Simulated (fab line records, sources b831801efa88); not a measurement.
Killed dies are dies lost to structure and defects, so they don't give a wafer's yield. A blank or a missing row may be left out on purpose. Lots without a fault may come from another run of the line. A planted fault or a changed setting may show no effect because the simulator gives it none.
Which tool did it? | flow sky130 | 24 lots, 72 wafers sampled, at 6 steps of a route of 708

WHAT THE GAUGES READ, wafer by wafer
SKY_FIELD_ISO_THK_MEAS_02.
lot  | measured    | on            | FIELD_ISO_OXIDATION_00_THK (nm)
L074 | day 1 11:38 | film_metro-02 | 11.74 11.75 11.56
L075 | day 1 17:41 | film_metro-02 | 12.39 12.23 12.39
L076 | day 1 23:50 | film_metro-02 | 12.35 12.37 12.40
L077 | day 2 04:05 | film_metro-03 | 12.07 12.10 11.97
L078 | day 2 10:03 | film_metro-02 | 12.32 12.21 12.20
L079 | day 2 12:56 | film_metro-03 | 12.38 12.11 12.27
L080 | day 2 17:39 | film_metro-03 | 11.72 11.76 11.76
L081 | day 3 00:16 | film_metro-02 | 11.78 12.06 11.96
L082 | day 3 03:38 | film_metro-04 | 12.50 12.31 12.38
L083 | day 3 08:39 | film_metro-02 | 11.76 11.98 12.02
L084 | day 3 14:17 | film_metro-04 | 11.71 11.71 12.07
L085 | day 3 23:16 | film_metro-02 | 11.92 11.84 11.80
L086 | day 4 01:59 | film_metro-03 | 11.96 11.82 12.14
L087 | day 4 05:41 | film_metro-02 | 12.03 12.20 12.42
L088 | day 4 09:38 | film_metro-03 | 12.11 12.34 12.00
L089 | day 4 15:23 | film_metro-02 | 11.86 12.14 12.04
L090 | day 4 19:38 | film_metro-04 | 12.16 11.95 11.95
L091 | day 5 01:05 | film_metro-02 | 11.84 11.74 11.86
L092 | day 5 10:22 | film_metro-03 | 12.45 12.10 12.32
L093 | day 5 13:51 | film_metro-02 | 12.04 11.91 11.97
L094 | day 5 18:14 | film_metro-02 | 12.19 12.08 12.01
L095 | day 5 22:31 | film_metro-02 | 12.01 11.80 12.15
L096 | day 6 02:36 | film_metro-02 | 12.09 12.08 12.14
L097 | day 6 08:19 | film_metro-02 | 11.94 11.92 11.94

SKY_SD_N_OVL_MEAS_08.
lot  | measured     | on         | SD_N_OVL (nm)
L074 | day 27 20:29 | overlay-01 | -0.3 -1.8 -0.7
L075 | day 27 23:42 | overlay-02 | 0.8 -0.7 1.2
L076 | day 28 17:27 | overlay-01 | -2.2 -1.4 -3.4
L077 | day 29 06:59 | overlay-01 | 1.7 1.2 2.4
L078 | day 29 09:21 | overlay-02 | -0.8 -2.4 0.1
L079 | day 29 22:51 | overlay-02 | -0.1 -1.0 1.1
L080 | day 30 06:44 | overlay-02 | -0.6 -1.2 -1.2
L081 | day 30 23:20 | overlay-02 | 1.3 -0.1 0.8
L082 | day 30 23:34 | overlay-02 | -1.3 0.9 -1.3
L083 | day 31 06:44 | overlay-02 | -3.0 -1.4 0.0
L084 | day 31 14:28 | overlay-01 | -1.0 -1.9 -1.7
L085 | day 32 02:44 | overlay-02 | 0.6 -0.1 1.6
L086 | day 32 16:16 | overlay-02 | 1.2 0.1 0.4
L087 | day 32 16:51 | overlay-02 | 3.0 -0.9 3.4
L088 | day 33 08:33 | overlay-02 | -2.6 -3.8 -3.5
L089 | day 33 14:01 | overlay-02 | -1.5 -1.5 -2.2
L090 | day 33 12:54 | overlay-01 | -0.4 -2.3 0.4
L091 | day 33 17:22 | overlay-02 | 1.5 1.0 -1.2
L092 | day 34 03:16 | overlay-01 | -1.5 0.4 -0.1
L093 | day 34 08:13 | overlay-02 | -0.2 -0.1 -1.3
L094 | day 35 03:31 | overlay-02 | -1.0 -2.4 -2.6
L095 | day 34 19:41 | overlay-02 | 1.3 -0.4 1.4
L096 | day 35 10:32 | overlay-02 | 1.1 1.7 2.1
L097 | day 35 09:41 | overlay-01 | -3.3 -1.6 0.7

SKY_VIA2_THK_MEAS_23: measures by xrf.
lot  | measured     | on            | VIA2_W_THK (nm)
L074 | day 36 07:59 | film_metro-04 | 424 428 426
L075 | day 36 12:01 | film_metro-03 | 409 408 411
L076 | day 37 03:22 | film_metro-04 | 416 416 419
L077 | day 37 16:01 | film_metro-03 | 414 407 408
L078 | day 37 17:26 | film_metro-03 | 409 417 409
L079 | day 38 05:29 | film_metro-03 | 420 408 414
L080 | day 38 13:38 | film_metro-03 | 419 421 410
L081 | day 39 03:13 | film_metro-03 | 424 418 420
L082 | day 39 06:05 | film_metro-04 | 420 419 407
L083 | day 39 10:22 | film_metro-03 | 426 420 418
L084 | day 39 18:11 | film_metro-02 | 420 419 422
L085 | day 40 03:10 | film_metro-03 | 425 422 424
L086 | day 40 15:39 | film_metro-04 | 416 416 413
L087 | day 40 15:51 | film_metro-02 | 413 412 408
L088 | day 41 07:29 | film_metro-04 | 417 418 414
L089 | day 41 12:18 | film_metro-04 | 411 410 407
L090 | day 41 11:05 | film_metro-03 | 413 419 415
L091 | day 41 14:11 | film_metro-02 | 420 420 417
L092 | day 42 02:57 | film_metro-04 | 423 413 414
L093 | day 42 04:48 | film_metro-03 | 415 414 417
L094 | day 42 22:05 | film_metro-03 | 414 405 413
L095 | day 42 17:35 | film_metro-02 | 412 411 412
L096 | day 43 05:46 | film_metro-04 | 422 428 431
L097 | day 43 05:05 | film_metro-03 | 418 415 416

SKY_VIA4_THK_MEAS_20: measures by xrf.
lot  | measured     | on            | VIA4_W_THK (nm)
L074 | day 42 19:49 | film_metro-04 | 494 501 495
L075 | day 42 22:21 | film_metro-02 | 493 486 487
L076 | day 43 13:56 | film_metro-03 | 496 497 493
L077 | day 43 23:34 | film_metro-02 | 487 491 497
L078 | day 44 03:11 | film_metro-03 | 503 496 500
L079 | day 44 11:59 | film_metro-04 | 506 493 495
L080 | day 44 18:29 | film_metro-02 | 497 509 501
L081 | day 45 07:53 | film_metro-03 | 495 514 499
L082 | day 45 08:53 | film_metro-03 | 500 502 501
L083 | day 45 14:21 | film_metro-03 | 505 494 510
L084 | day 45 19:37 | film_metro-03 | 500 499 504
L085 | day 46 00:17 | film_metro-04 | 500 503 499
L086 | day 46 12:39 | film_metro-04 | 507 509 514
L087 | day 46 13:16 | film_metro-04 | 496 512 502
L088 | day 47 02:44 | film_metro-04 | 508 504 506
L089 | day 47 08:20 | film_metro-04 | 505 496 510
L090 | day 47 05:43 | film_metro-02 | 501 496 499
L091 | day 47 11:50 | film_metro-04 | 505 508 512
L092 | day 47 18:35 | film_metro-03 | 495 501 504
L093 | day 47 21:05 | film_metro-02 | 497 503 484
L094 | day 48 12:22 | film_metro-02 | 493 498 501
L095 | day 48 07:44 | film_metro-03 | 509 507 502
L096 | day 48 18:44 | film_metro-04 | 498 499 495
L097 | day 48 17:04 | film_metro-03 | 508 504 506

WHICH TOOL RAN EACH LOT (tool, then ch and the chambers of the sampled wafers, then the start)
lot  | SKY_POLY_CUT_STRIP_12                | SKY_VIA1_CMP_02
L074 | plasma_asher-03 ch 1, day 24 05:23   | cmp-02 ch 1,2, day 32 20:07
L075 | plasma_asher-01 ch 0,1, day 24 07:53 | cmp-02 ch 0,2,3, day 32 23:56
L076 | plasma_asher-04 ch 0,1, day 25 02:13 | cmp-01 ch 0,1,2, day 33 15:59
L077 | plasma_asher-01 ch 0,1, day 25 16:02 | cmp-02 ch 1,3, day 34 04:04
L078 | plasma_asher-04 ch 1, day 25 17:55   | cmp-02 ch 0,1,3, day 34 07:02
L079 | plasma_asher-01 ch 0,1, day 26 09:00 | cmp-01 ch 0,2,3, day 34 19:14
L080 | plasma_asher-03 ch 0,1, day 26 17:28 | cmp-01 ch 1,2,3, day 35 03:06
L081 | plasma_asher-01 ch 0,1, day 27 09:34 | cmp-02 ch 1,2, day 35 17:54
L082 | plasma_asher-04 ch 0,1, day 27 09:40 | cmp-02 ch 0,1,2, day 35 19:41
L083 | plasma_asher-04 ch 0,1, day 27 19:16 | cmp-01 ch 0,3, day 36 00:57
L084 | plasma_asher-04 ch 0,1, day 28 01:54 | cmp-02 ch 1,2, day 36 08:52
L085 | plasma_asher-01 ch 0,1, day 28 13:04 | cmp-01 ch 1,2,3, day 36 18:49
L086 | plasma_asher-03 ch 0,1, day 29 03:42 | cmp-01 ch 1,3, day 37 09:21
L087 | plasma_asher-03 ch 1, day 29 04:52   | cmp-02 ch 0,2, day 37 09:42
L088 | plasma_asher-03 ch 0,1, day 29 20:07 | cmp-01 ch 1,2,3, day 38 00:00
L089 | plasma_asher-01 ch 0,1, day 30 05:46 | cmp-02 ch 0,2,3, day 38 05:52
L090 | plasma_asher-03 ch 0,1, day 30 03:40 | cmp-02 ch 1,2,3, day 38 04:27
L091 | plasma_asher-04 ch 0,1, day 30 07:19 | cmp-01 ch 0,1,3, day 38 09:02
L092 | plasma_asher-04 ch 0,1, day 30 18:26 | cmp-01 ch 0,1,3, day 38 20:20
L093 | plasma_asher-03 ch 0,1, day 30 22:47 | cmp-02 ch 0,2,3, day 39 00:15
L094 | plasma_asher-01 ch 0,1, day 31 19:44 | cmp-01 ch 0,2, day 39 16:57
L095 | plasma_asher-01 ch 0,1, day 31 11:29 | cmp-01 ch 1,2, day 39 09:47
L096 | plasma_asher-04 ch 0,1, day 32 03:01 | cmp-01 ch 0,1,3, day 40 01:07
L097 | plasma_asher-04 ch 0,1, day 32 01:58 | cmp-02 ch 0,2,3, day 39 23:58
- SKY_POLY_CUT_STRIP_12: strips in O2/N2.
- SKY_VIA1_CMP_02: polishes SiO2.

WHAT THE TOOLS THEMSELVES READ (means of the sampled wafers that have a number; where no wafer has one, the mark that the record gives instead)
SKY_POLY_CUT_STRIP_12.
lot  | tool            | drypump_motor_current_A (A) | oes_product_au (a.u.) | strip_time_to_endpoint_s (s)
L074 | plasma_asher-03 | 5.1                         | 0.453                 | 5.361
L075 | plasma_asher-01 | 5.6                         | 0.454                 | 5.361
L076 | plasma_asher-04 | 5.7                         | 0.448                 | 5.338
L077 | plasma_asher-01 | 5.8                         | 0.453                 | 5.350
L078 | plasma_asher-04 | 6.4                         | 0.451                 | 5.369
L079 | plasma_asher-01 | 5.8                         | 0.456                 | 5.342
L080 | plasma_asher-03 | 5.4                         | 0.452                 | 5.355
L081 | plasma_asher-01 | 5.6                         | 0.453                 | 5.353
L082 | plasma_asher-04 | 6.0                         | 0.455                 | 5.337
L083 | plasma_asher-04 | 5.7                         | 0.448                 | 5.377
L084 | plasma_asher-04 | 6.0                         | 0.454                 | 5.364
L085 | plasma_asher-01 | 5.6                         | 0.457                 | 5.349
L086 | plasma_asher-03 | 5.4                         | 0.452                 | 5.346
L087 | plasma_asher-03 | 5.1                         | 0.451                 | 5.377
L088 | plasma_asher-03 | 5.4                         | 0.452                 | 5.368
L089 | plasma_asher-01 | 5.6                         | 0.456                 | 5.361
L090 | plasma_asher-03 | 5.3                         | 0.455                 | 5.357
L091 | plasma_asher-04 | 6.0                         | 0.454                 | 5.357
L092 | plasma_asher-04 | 6.0                         | 0.454                 | 5.386
L093 | plasma_asher-03 | 5.3                         | 0.453                 | 5.385
L094 | plasma_asher-01 | 5.6                         | 0.446                 | 5.347
L095 | plasma_asher-01 | 5.8                         | 0.455                 | 5.332
L096 | plasma_asher-04 | 6.0                         | 0.452                 | 5.363
L097 | plasma_asher-04 | 5.7                         | 0.451                 | 5.367

SKY_VIA1_CMP_02.
lot  | tool   | head_pressure_psi (psi) | motor_current_A (A)
L074 | cmp-02 | 4.000                   | 13.1
L075 | cmp-02 | 4.000                   | 11.9
L076 | cmp-01 | 3.996                   | 10.9
L077 | cmp-02 | 3.987                   | 11.8
L078 | cmp-02 | 3.995                   | 11.5
L079 | cmp-01 | 3.998                   | 11.4
L080 | cmp-01 | 3.997                   | 10.5
L081 | cmp-02 | 4.011                   | 12.8
L082 | cmp-02 | 3.997                   | 11.9
L083 | cmp-01 | 4.003                   | 12.0
L084 | cmp-02 | 3.999                   | 12.0
L085 | cmp-01 | 4.011                   | 10.6
L086 | cmp-01 | 4.000                   | 10.8
L087 | cmp-02 | 3.995                   | 12.7
L088 | cmp-01 | 4.006                   | 10.2
L089 | cmp-02 | 3.998                   | 11.8
L090 | cmp-02 | 3.995                   | 13.1
L091 | cmp-01 | 3.998                   | 11.3
L092 | cmp-01 | 4.003                   | 11.2
L093 | cmp-02 | 4.006                   | 12.3
L094 | cmp-01 | 3.991                   | 10.6
L095 | cmp-01 | 4.010                   | 9.8
L096 | cmp-01 | 4.003                   | 11.4
L097 | cmp-02 | 3.994                   | 12.2

THE ANSWER, worked out from the rows above alone
Rule: what is usual is taken from the lots themselves. Put in order of their means at a reading, lots are off if they are a third of the lots or fewer, leave a main group of 4 or more, and stand apart from it by a gap of 3 or more times the standard deviation of the main group's means; of several such gaps the widest counts. A main group whose means are all the same, to the digits that the tables above print for the reading, isn't used. A lot without any number at a reading at which 4 lots or more have one is off too. The other lots that the step has rows for count as sound. The gauges are gone through in route order, then the tools' own readings, and for those a lot's mean is taken as printed above. The first step at which some lot is off is used, and at that step the reading that is off furthest; a lot without a number counts as furthest.
No lot is off at any reading shown: from this, nothing can be told.

WHAT THE SIMULATOR HAD PUT IN
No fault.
